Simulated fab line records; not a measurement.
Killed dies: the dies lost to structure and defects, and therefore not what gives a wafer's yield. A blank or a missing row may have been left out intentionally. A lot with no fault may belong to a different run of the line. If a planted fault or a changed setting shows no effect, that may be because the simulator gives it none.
Check of tool commonality -- flow gf180mcu -- Sample size 14 lots and 42 wafers

THE REASON FOR OPENING IT
GF_M1_RS_MEAS_05, reading M1_ALCU_RS: flagged on 2 of 14 lots. Wafers without a fault read 0.0698 ohm/sq, standard deviation 0.00092.
Rule: a lot is flagged when every wafer of it that has a number lies more than 4 standard deviations from that mean, or none has a number. The other lots count as sound.

lot,measured,on,"M1_ALCU_RS (ohm/sq), wafer by wafer",flag
L776,day 16 21:00,filmMetro-04,0.0704 0.0721 0.0714,
L777,day 17 06:20,filmMetro-02,0.0692 0.0704 0.0698,
L778,day 17 13:01,filmMetro-04,0.0698 0.0704 0.0705,
L780,day 18 09:13,filmMetro-02,0.0691 0.0703 0.0707,
L781,day 18 20:52,filmMetro-02,7.1254 7.0789 7.0153,FLAGGED
L782,day 19 08:04,filmMetro-03,7.2615 7.3015 7.2484,FLAGGED
L783,day 19 14:52,filmMetro-03,0.0707 0.0696 0.0702,
L790,day 22 01:05,filmMetro-04,0.0696 0.0689 0.0696,
L792,day 22 17:12,filmMetro-02,0.0697 0.0697 0.0691,
L793,day 22 23:02,filmMetro-02,0.0700 0.0679 0.0702,
L794,day 23 08:49,filmMetro-04,0.0689 0.0684 0.0694,
L795,day 23 16:57,filmMetro-03,0.0697 0.0697 0.0702,
L796,day 23 22:13,filmMetro-02,0.0704 0.0685 0.0697,
L797,day 24 10:41,filmMetro-04,0.0705 0.0700 0.0687,
Flagged lots average 7.1718 ohm/sq: +7.1020 ohm/sq relative to the usual, that is +99 or more standard deviations.

WHICH TOOL EACH LOT WENT THROUGH
2 process steps preceding the reading are held in the record, out of 602 steps in the route. Each cell gives the tool, then ch followed by the chambers the sampled wafers passed through, then the start.
lot,flag,GF_SALICIDE_RTA_08,GF_M1_SPUTTER_02
L776,,"rtpAnneal-01 ch 0, day 15 20:59","pvdSputter-03, day 16 20:53"
L777,,"rtpAnneal-02 ch 0, day 16 04:21","pvdSputter-03, day 17 06:14"
L778,,"rtpAnneal-01 ch 0, day 16 11:29","pvdSputter-03, day 17 12:55"
L780,,"rtpAnneal-02 ch 0, day 17 07:13","pvdSputter-03, day 18 09:08"
L781,FLAGGED,"rtpAnneal-01 ch 0, day 17 18:22","pvdSputter-03, day 18 20:47"
L782,FLAGGED,"rtpAnneal-02 ch 0, day 18 04:19","pvdSputter-04, day 19 07:56"
L783,,"rtpAnneal-01 ch 0, day 18 12:34","pvdSputter-04, day 19 14:46"
L790,,"rtpAnneal-01 ch 0, day 20 23:27","pvdSputter-02, day 22 00:58"
L792,,"rtpAnneal-02 ch 0, day 21 16:21","pvdSputter-02, day 22 17:07"
L793,,"rtpAnneal-01 ch 0, day 21 23:01","pvdSputter-03, day 22 22:57"
L794,,"rtpAnneal-02 ch 0, day 22 08:01","pvdSputter-04, day 23 08:44"
L795,,"rtpAnneal-01 ch 0, day 22 15:59","pvdSputter-04, day 23 16:52"
L796,,"rtpAnneal-02 ch 0, day 22 21:50","pvdSputter-02, day 23 22:05"
L797,,"rtpAnneal-02 ch 0, day 23 10:25","pvdSputter-04, day 24 10:35"
What is done by these steps:
- GF_SALICIDE_RTA_08: time 30 s.
- GF_M1_SPUTTER_02: material AlCu, target thk 450 nm, time 23.9 s.
- GF_M1_RS_MEAS_05: measures by four-point-probe.

FLAGGED AGAINST TOTAL, ONE TOOL AT A TIME (gauges that did the reading follow at the end)
step,tool,lots run,flagged,share of the flagged lots,sound lots run after its first flagged lot
GF_SALICIDE_RTA_08,rtpAnneal-01,7,1,some,"4 (L783,L790,L793,L795)"
GF_SALICIDE_RTA_08,rtpAnneal-02,7,1,some,"4 (L792,L794,L796,L797)"
GF_M1_SPUTTER_02,pvdSputter-02,3,0,none,-
GF_M1_SPUTTER_02,pvdSputter-03,6,1,some,1 (L793)
GF_M1_SPUTTER_02,pvdSputter-04,5,1,some,"4 (L783,L794,L795,L797)"
GF_M1_RS_MEAS_05,filmMetro-02,6,1,some,"3 (L792,L793,L796)"
GF_M1_RS_MEAS_05,filmMetro-03,3,1,some,"2 (L783,L795)"
GF_M1_RS_MEAS_05,filmMetro-04,5,0,none,-

WHAT THE TABLE PERMITS
No row of the table ran every flagged lot.

WHAT HAD BEEN PUT IN BY THE SIMULATOR
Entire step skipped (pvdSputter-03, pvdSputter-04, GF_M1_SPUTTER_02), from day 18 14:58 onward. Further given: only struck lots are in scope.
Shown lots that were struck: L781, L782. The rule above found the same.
